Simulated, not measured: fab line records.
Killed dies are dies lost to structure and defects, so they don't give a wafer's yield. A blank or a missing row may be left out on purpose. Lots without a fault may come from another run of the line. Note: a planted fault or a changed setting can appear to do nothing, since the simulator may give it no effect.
Which tool did it? / flow gf180mcu / 13 lots with 39 wafers sampled at 6 steps, on a route of 602 steps

== WHAT THE GAUGES READ, wafer by wafer ==
GF_CONTACT_THK_MEAS_03. Usual: for CONTACT_CVD_02_THK the level is 862 nm and the standard deviation is 14.
lot=L302; measured=day 15 01:40; on=filmMetro-03; CONTACT_CVD_02_THK (nm)=869 883 882; flag=
lot=L305; measured=day 16 04:37; on=filmMetro-04; CONTACT_CVD_02_THK (nm)=852 851 854; flag=
lot=L309; measured=day 17 18:38; on=filmMetro-01; CONTACT_CVD_02_THK (nm)=1130 851 865; flag=OFF
lot=L314; measured=day 19 11:11; on=filmMetro-01; CONTACT_CVD_02_THK (nm)=855 841 1144; flag=OFF
lot=L315; measured=day 20 00:13; on=filmMetro-03; CONTACT_CVD_02_THK (nm)=863 884 878; flag=
lot=L317; measured=day 20 18:21; on=filmMetro-01; CONTACT_CVD_02_THK (nm)=873 877 871; flag=
lot=L318; measured=day 20 23:43; on=filmMetro-03; CONTACT_CVD_02_THK (nm)=861 889 890; flag=
lot=L319; measured=day 21 09:04; on=filmMetro-01; CONTACT_CVD_02_THK (nm)=860 847 881; flag=
lot=L320; measured=day 21 16:40; on=filmMetro-03; CONTACT_CVD_02_THK (nm)=836 838 845; flag=
lot=L321; measured=day 21 23:17; on=filmMetro-01; CONTACT_CVD_02_THK (nm)=853 884 868; flag=
lot=L322; measured=day 22 08:17; on=filmMetro-03; CONTACT_CVD_02_THK (nm)=841 846 852; flag=
lot=L323; measured=day 22 16:16; on=filmMetro-03; CONTACT_CVD_02_THK (nm)=830 830 847; flag=
lot=L325; measured=day 23 10:42; on=filmMetro-03; CONTACT_CVD_02_THK (nm)=858 836 849; flag=

GF_V2_THK_MEAS_25: measures by xrf. Usual: for V2_W_THK the level is 354 nm and the standard deviation is 4.7.
lot=L302; measured=day 20 05:44; on=filmMetro-01; V2_W_THK (nm)=361 364 359; flag=
lot=L305; measured=day 21 11:11; on=filmMetro-01; V2_W_THK (nm)=354 355 353; flag=
lot=L309; measured=day 23 01:19; on=filmMetro-04; V2_W_THK (nm)=348 355 343; flag=
lot=L314; measured=day 24 15:22; on=filmMetro-03; V2_W_THK (nm)=362 356 356; flag=
lot=L315; measured=day 25 01:45; on=filmMetro-04; V2_W_THK (nm)=354 348 346; flag=
lot=L317; measured=day 25 19:05; on=filmMetro-04; V2_W_THK (nm)=354 346 353; flag=
lot=L318; measured=day 25 22:10; on=filmMetro-01; V2_W_THK (nm)=353 354 354; flag=
lot=L319; measured=day 26 08:05; on=filmMetro-01; V2_W_THK (nm)=351 357 358; flag=
lot=L320; measured=day 26 14:56; on=filmMetro-03; V2_W_THK (nm)=356 363 352; flag=
lot=L321; measured=day 26 19:10; on=filmMetro-01; V2_W_THK (nm)=359 364 367; flag=
lot=L322; measured=day 27 04:00; on=filmMetro-03; V2_W_THK (nm)=352 358 355; flag=
lot=L323; measured=day 27 11:16; on=filmMetro-03; V2_W_THK (nm)=355 350 357; flag=
lot=L325; measured=day 28 02:57; on=filmMetro-04; V2_W_THK (nm)=351 355 354; flag=

== EACH LOT AND THE TOOL THAT RAN IT (in order: tool; ch and the chambers of the sampled wafers; start) ==
lot=L302; GF_SALICIDE_SPUTTER_03=pvdSputter-01, day 15 00:59; GF_CONTACT_CVD_02=pecvd-01 ch 0,1,2, day 15 01:35; GF_CONTACT_CMP_04=cmp-02 ch 0,2, day 15 01:43; GF_V2_CVD_02=pecvd-02 ch 1,2, day 19 03:24
lot=L305; GF_SALICIDE_SPUTTER_03=pvdSputter-03, day 16 03:56; GF_CONTACT_CVD_02=pecvd-04 ch 0,1,2, day 16 04:32; GF_CONTACT_CMP_04=cmp-02 ch 0,3, day 16 04:40; GF_V2_CVD_02=pecvd-04 ch 1,2, day 20 10:01
lot=L309; GF_SALICIDE_SPUTTER_03=pvdSputter-01, day 17 17:58; GF_CONTACT_CVD_02=pecvd-04 ch 0,1,2, day 17 18:34; GF_CONTACT_CMP_04=cmp-02 ch 0,2, day 17 18:45; GF_V2_CVD_02=pecvd-03 ch 1,2, day 22 00:43
lot=L314; GF_SALICIDE_SPUTTER_03=pvdSputter-02, day 19 10:31; GF_CONTACT_CVD_02=pecvd-04 ch 0,1,2, day 19 11:07; GF_CONTACT_CMP_04=cmp-01 ch 0,1,2, day 19 11:17; GF_V2_CVD_02=pecvd-04 ch 0,1,2, day 23 15:26
lot=L315; GF_SALICIDE_SPUTTER_03=pvdSputter-03, day 19 23:31; GF_CONTACT_CVD_02=pecvd-01 ch 0,2, day 20 00:07; GF_CONTACT_CMP_04=cmp-02 ch 0,1,2, day 20 00:21; GF_V2_CVD_02=pecvd-03 ch 0,1,2, day 24 01:48
lot=L317; GF_SALICIDE_SPUTTER_03=pvdSputter-01, day 20 17:41; GF_CONTACT_CVD_02=pecvd-01 ch 0,1,2, day 20 18:17; GF_CONTACT_CMP_04=cmp-02 ch 0,2,3, day 20 18:25; GF_V2_CVD_02=pecvd-03 ch 0,1,2, day 24 20:23
lot=L318; GF_SALICIDE_SPUTTER_03=pvdSputter-02, day 20 23:02; GF_CONTACT_CVD_02=pecvd-01 ch 0,1,2, day 20 23:38; GF_CONTACT_CMP_04=cmp-02 ch 2,3, day 20 23:49; GF_V2_CVD_02=pecvd-02 ch 0,1,2, day 24 23:26
lot=L319; GF_SALICIDE_SPUTTER_03=pvdSputter-01, day 21 08:24; GF_CONTACT_CVD_02=pecvd-03 ch 0,2, day 21 09:00; GF_CONTACT_CMP_04=cmp-01 ch 1,2,3, day 21 09:14; GF_V2_CVD_02=pecvd-04 ch 1,2, day 25 09:05
lot=L320; GF_SALICIDE_SPUTTER_03=pvdSputter-03, day 21 15:55; GF_CONTACT_CVD_02=pecvd-04 ch 0,2, day 21 16:33; GF_CONTACT_CMP_04=cmp-01 ch 0,1,2, day 21 16:49; GF_V2_CVD_02=pecvd-02 ch 1,2, day 25 16:19
lot=L321; GF_SALICIDE_SPUTTER_03=pvdSputter-02, day 21 22:31; GF_CONTACT_CVD_02=pecvd-01 ch 0,2, day 21 23:13; GF_CONTACT_CMP_04=cmp-02 ch 0,3, day 21 23:20; GF_V2_CVD_02=pecvd-04 ch 0,1,2, day 25 20:32
lot=L322; GF_SALICIDE_SPUTTER_03=pvdSputter-02, day 22 07:31; GF_CONTACT_CVD_02=pecvd-04 ch 0,1,2, day 22 08:13; GF_CONTACT_CMP_04=cmp-02 ch 0,1,3, day 22 08:21; GF_V2_CVD_02=pecvd-03 ch 0,1,2, day 26 05:53
lot=L323; GF_SALICIDE_SPUTTER_03=pvdSputter-02, day 22 15:34; GF_CONTACT_CVD_02=pecvd-03 ch 0,1, day 22 16:11; GF_CONTACT_CMP_04=cmp-02 ch 0,2,3, day 22 16:25; GF_V2_CVD_02=pecvd-02 ch 1,2, day 26 13:08
lot=L325; GF_SALICIDE_SPUTTER_03=pvdSputter-03, day 23 10:01; GF_CONTACT_CVD_02=pecvd-03 ch 0,2, day 23 10:38; GF_CONTACT_CMP_04=cmp-02 ch 0,1,3, day 23 10:49; GF_V2_CVD_02=pecvd-04 ch 0,2, day 27 05:55
- GF_SALICIDE_SPUTTER_03: material TiN, target thk 20 nm, time 16.7 s.
- GF_CONTACT_CVD_02: deposits SiO2 from TEOS, target thk 860 nm, time 95.992 s.
- GF_CONTACT_CMP_04: polishes SiO2.
- GF_V2_CVD_02: deposits SiO2 from TEOS, target thk 850 nm, time 94.851 s.

== AS READ BY THE TOOLS THEMSELVES (means over the sampled wafers that have a number; for cases with no such wafer, the mark the record gives instead) ==
GF_SALICIDE_SPUTTER_03. Usual: 29.8 % for throttleValvePct, sd 0.99.
lot=L302; tool=pvdSputter-01; throttleValvePct (%)=29.2; flag=
lot=L305; tool=pvdSputter-03; throttleValvePct (%)=30.3; flag=
lot=L309; tool=pvdSputter-01; throttleValvePct (%)=29.1; flag=
lot=L314; tool=pvdSputter-02; throttleValvePct (%)=29.3; flag=
lot=L315; tool=pvdSputter-03; throttleValvePct (%)=30.3; flag=
lot=L317; tool=pvdSputter-01; throttleValvePct (%)=29.7; flag=
lot=L318; tool=pvdSputter-02; throttleValvePct (%)=29.4; flag=
lot=L319; tool=pvdSputter-01; throttleValvePct (%)=29.4; flag=
lot=L320; tool=pvdSputter-03; throttleValvePct (%)=30.6; flag=
lot=L321; tool=pvdSputter-02; throttleValvePct (%)=28.3; flag=
lot=L322; tool=pvdSputter-02; throttleValvePct (%)=29.4; flag=
lot=L323; tool=pvdSputter-02; throttleValvePct (%)=28.5; flag=
lot=L325; tool=pvdSputter-03; throttleValvePct (%)=30.0; flag=

GF_CONTACT_CVD_02. Usual: heaterPowerW 697 W, standard deviation 78; rfFwdPowerW 595.9 W, standard deviation 2.4.
lot=L302; tool=pecvd-01; heaterPowerW (W)=654; rfFwdPowerW (W)=596.1; flag=
lot=L305; tool=pecvd-04; heaterPowerW (W)=707; rfFwdPowerW (W)=595.9; flag=
lot=L309; tool=pecvd-04; heaterPowerW (W)=759; rfFwdPowerW (W)=598.2; flag=
lot=L314; tool=pecvd-04; heaterPowerW (W)=730; rfFwdPowerW (W)=597.2; flag=
lot=L315; tool=pecvd-01; heaterPowerW (W)=643; rfFwdPowerW (W)=596.3; flag=
lot=L317; tool=pecvd-01; heaterPowerW (W)=704; rfFwdPowerW (W)=596.3; flag=
lot=L318; tool=pecvd-01; heaterPowerW (W)=670; rfFwdPowerW (W)=594.7; flag=
lot=L319; tool=pecvd-03; heaterPowerW (W)=640; rfFwdPowerW (W)=596.6; flag=
lot=L320; tool=pecvd-04; heaterPowerW (W)=809; rfFwdPowerW (W)=596.3; flag=
lot=L321; tool=pecvd-01; heaterPowerW (W)=619; rfFwdPowerW (W)=596.7; flag=
lot=L322; tool=pecvd-04; heaterPowerW (W)=739; rfFwdPowerW (W)=596.1; flag=
lot=L323; tool=pecvd-03; heaterPowerW (W)=673; rfFwdPowerW (W)=597.0; flag=
lot=L325; tool=pecvd-03; heaterPowerW (W)=617; rfFwdPowerW (W)=596.7; flag=

GF_CONTACT_CMP_04. Usual: motorCurrentA 12.6 A, standard deviation 1.3; slurryFlowMlMin 150.0, standard deviation 0.44; timeToEndpointS 113 s, standard deviation 7.4.
lot=L302; tool=cmp-02; motorCurrentA (A)=12.2; slurryFlowMlMin=149.9; timeToEndpointS (s)=115; flag=
lot=L305; tool=cmp-02; motorCurrentA (A)=12.8; slurryFlowMlMin=150.1; timeToEndpointS (s)=113; flag=
lot=L309; tool=cmp-02; motorCurrentA (A)=11.8; slurryFlowMlMin=150.1; timeToEndpointS (s)=146; flag=OFF
lot=L314; tool=cmp-01; motorCurrentA (A)=11.7; slurryFlowMlMin=149.9; timeToEndpointS (s)=139; flag=OFF
lot=L315; tool=cmp-02; motorCurrentA (A)=12.5; slurryFlowMlMin=149.7; timeToEndpointS (s)=118; flag=
lot=L317; tool=cmp-02; motorCurrentA (A)=12.9; slurryFlowMlMin=149.9; timeToEndpointS (s)=122; flag=
lot=L318; tool=cmp-02; motorCurrentA (A)=12.7; slurryFlowMlMin=149.9; timeToEndpointS (s)=123; flag=
lot=L319; tool=cmp-01; motorCurrentA (A)=11.5; slurryFlowMlMin=149.8; timeToEndpointS (s)=106; flag=
lot=L320; tool=cmp-01; motorCurrentA (A)=11.5; slurryFlowMlMin=149.7; timeToEndpointS (s)=100; flag=
lot=L321; tool=cmp-02; motorCurrentA (A)=14.2; slurryFlowMlMin=149.8; timeToEndpointS (s)=119; flag=
lot=L322; tool=cmp-02; motorCurrentA (A)=13.6; slurryFlowMlMin=150.2; timeToEndpointS (s)=112; flag=
lot=L323; tool=cmp-02; motorCurrentA (A)=13.1; slurryFlowMlMin=149.8; timeToEndpointS (s)=104; flag=
lot=L325; tool=cmp-02; motorCurrentA (A)=13.8; slurryFlowMlMin=150.2; timeToEndpointS (s)=108; flag=

GF_V2_CVD_02. Usual: heaterPowerW 686 W, standard deviation 96; rfFwdPowerW 595.9 W, standard deviation 2.1.
lot=L302; tool=pecvd-02; heaterPowerW (W)=616; rfFwdPowerW (W)=593.3; flag=
lot=L305; tool=pecvd-04; heaterPowerW (W)=686; rfFwdPowerW (W)=599.1; flag=
lot=L309; tool=pecvd-03; heaterPowerW (W)=648; rfFwdPowerW (W)=596.0; flag=
lot=L314; tool=pecvd-04; heaterPowerW (W)=694; rfFwdPowerW (W)=597.4; flag=
lot=L315; tool=pecvd-03; heaterPowerW (W)=610; rfFwdPowerW (W)=598.3; flag=
lot=L317; tool=pecvd-03; heaterPowerW (W)=632; rfFwdPowerW (W)=596.2; flag=
lot=L318; tool=pecvd-02; heaterPowerW (W)=618; rfFwdPowerW (W)=595.5; flag=
lot=L319; tool=pecvd-04; heaterPowerW (W)=769; rfFwdPowerW (W)=594.3; flag=
lot=L320; tool=pecvd-02; heaterPowerW (W)=585; rfFwdPowerW (W)=595.8; flag=
lot=L321; tool=pecvd-04; heaterPowerW (W)=712; rfFwdPowerW (W)=595.6; flag=
lot=L322; tool=pecvd-03; heaterPowerW (W)=661; rfFwdPowerW (W)=595.2; flag=
lot=L323; tool=pecvd-02; heaterPowerW (W)=631; rfFwdPowerW (W)=595.3; flag=
lot=L325; tool=pecvd-04; heaterPowerW (W)=787; rfFwdPowerW (W)=595.8; flag=

== THE ANSWER, worked out from the rows above alone ==
Rule: lot off if the mean of its wafers having a number is beyond 3 standard deviations from the usual mean. Also off: a lot with no number at a reading for which 4 or more lots have one. Any other lot the step has rows for is counted as sound. First the gauges in route order, then the tools' own readings, where a lot's mean is used as printed above. At the first step where some lot is off, the reading lying furthest off is the one used; lots without a number count as furthest.
Off: L309, L314, at GF_CONTACT_THK_MEAS_03 (CONTACT_CVD_02_THK).
A tool fits if, at a process step before that reading, it ran every lot that is off, and no sound lot after the first of them. Not tried: the gauges at GF_CONTACT_THK_MEAS_03; whatever is off there is also off at GF_CONTACT_CMP_04, on other tools, and gauge error can't account for it. No candidate that was tried fits.

== WHAT THE SIMULATOR HAD INSERTED ==
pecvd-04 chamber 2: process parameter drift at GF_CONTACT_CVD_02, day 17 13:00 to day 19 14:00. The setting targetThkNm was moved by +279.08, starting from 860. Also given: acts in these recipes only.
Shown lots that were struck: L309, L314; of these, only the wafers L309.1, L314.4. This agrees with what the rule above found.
